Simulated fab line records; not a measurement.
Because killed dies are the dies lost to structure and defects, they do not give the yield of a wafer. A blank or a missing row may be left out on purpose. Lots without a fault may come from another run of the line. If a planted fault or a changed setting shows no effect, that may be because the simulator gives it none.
Problem report, 8D (eight disciplines) form, completed by code / flow gf180mcu / the parts of the form that need people (team, actions taken, sign-off) are left out

== 1. WHAT IS WRONG ==
Mean DUAL_GATE_OXIDATION_00_THK at GF_DUAL_GATE_THK_MEAS_03: 8.88 nm over 9 wafers in 3 lots; fault-free wafers: 10.77 nm, standard deviation 0.2. That puts it -9.4 standard deviations away from the usual mean.
Earliest sighting: wafer L386.1 on filmMetro-03 at day 8 16:53. The record holds 36 wafers of 12 lots with a number at this step. By rule, "out" or "out of limits" means more than 4 standard deviations away from the usual mean. All remaining wafers that have a number are taken as sound.

== 2. WHAT IT IS, AND WHAT IT ISN'T ==
question=which readings at this step | is=DUAL_GATE_OXIDATION_00_THK | is not=-
question=which lots | is=L386, L389, L391 | is not=L382, L383, L384, L396, L397, L398, L399, L400, L405
question=which wafers of those lots | is=all that have a number | is not=-
question=read on which gauges | is=filmMetro-03, filmMetro-04 | is not=filmMetro-01
question=when | is=from day 8 16:53 | is not=up to then (9 sound wafers); but 18 sound wafers of L396, L397, L398, L399, L400, L405 came after

== 3. THE SUSPECTS, EACH WITH WHAT RULES IT OUT ==
Counting: a tool stays on the suspect list if, at a process step up to the reading, it processed all lots that are out and no sound lot following the first of them.
- the gauge at GF_DUAL_GATE_THK_MEAS_03 is ruled out. The wafers that are out were read on 2 gauges (filmMetro-03, filmMetro-04).
- rieSi-01 at GF_STI_ETCH_14 (etches Si in HBr/Cl2/O2, target depth 360 nm, time 102.9 s): ruled out as a lasting fault. Following L386 (day 2 22:22), the first lot on it that is out, the sound lots L400, L405 were run on it.
- furnace-02 at GF_DUAL_GATE_OXIDATION_02 (stabilise 600 s, purge 300 s, target thk 10.887 nm): ruled out as a lasting fault. Following L386 (day 8 15:26), the first lot on it that is out, the sound lots L399, L400, L405 were run on it.
Left after counting: nothing in the record.

== 4. THE CAUSE (what the simulator had put in) ==
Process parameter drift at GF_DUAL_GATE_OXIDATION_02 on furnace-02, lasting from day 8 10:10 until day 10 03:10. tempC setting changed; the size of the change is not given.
It was ruled out by counting, in error; the rule expects a fault to strike all lots run on its tool from its start on, and this fault did not.

== 5. THE EFFECT CHAIN, in route order ==
One row per reading whose mean, taken over the struck wafers that have a number, lies over 3 standard deviations from the usual. Only readings for which the record gives a usual standard deviation are gone through. hours: the time from each lot's start at the first step in this table that gives one to its start at this step, as a median over the lots. sigmas: the change in usual standard deviations.
hours=0; step=GF_DUAL_GATE_OXIDATION_02; reading=spikeTcBottomC; usual=917.3 C; on struck wafers=900.2; change=-17.1; sigmas=-9.5
hours=0; step=GF_DUAL_GATE_OXIDATION_02; reading=spikeTcCentreC; usual=900.1 C; on struck wafers=884.8; change=-15.3; sigmas=-16
hours=0; step=GF_DUAL_GATE_OXIDATION_02; reading=spikeTcLowerC; usual=900.6 C; on struck wafers=885.7; change=-14.9; sigmas=-15
hours=0; step=GF_DUAL_GATE_OXIDATION_02; reading=spikeTcTopC; usual=911.2 C; on struck wafers=897.7; change=-13.5; sigmas=-7.1
hours=0; step=GF_DUAL_GATE_OXIDATION_02; reading=spikeTcUpperC; usual=900.1 C; on struck wafers=885.7; change=-14.4; sigmas=-13
hours=0; step=GF_DUAL_GATE_OXIDATION_02; reading=tubeCenterTempC; usual=899.99 C; on struck wafers=884.56; change=-15.43; sigmas=-99 or more
hours=0; step=GF_DUAL_GATE_OXIDATION_02; reading=tube_center_temp_C_max; usual=902.3; on struck wafers=886.7; change=-15.6; sigmas=-42
hours=0; step=GF_DUAL_GATE_OXIDATION_02; reading=zonePowerUpperPct; usual=19.50 %; on struck wafers=18.80; change=-0.70; sigmas=-3.3
hours=1; step=GF_DUAL_GATE_THK_MEAS_03; reading=DUAL_GATE_OXIDATION_00_THK; usual=10.77 nm; on struck wafers=8.88; change=-1.89; sigmas=-9.4
The process steps in it:
- GF_DUAL_GATE_OXIDATION_02: stabilise 600 s, purge 300 s, target thk 10.887 nm.

== 6. HOW IT WOULD HAVE BEEN CAUGHT EARLIER ==
The first out-of-limits reading at a measuring or inspecting step in this record came at day 8 16:53, 7 hours after the fault's start at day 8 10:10.
At GF_DUAL_GATE_OXIDATION_02, the tool's own readings (spikeTcBottomC, spikeTcCentreC, spikeTcLowerC, spikeTcTopC, spikeTcUpperC, tubeCenterTempC, tube_center_temp_C_max) were out on each struck wafer the step has a row for, so an alarm limit on them would have fired on the first such wafer.
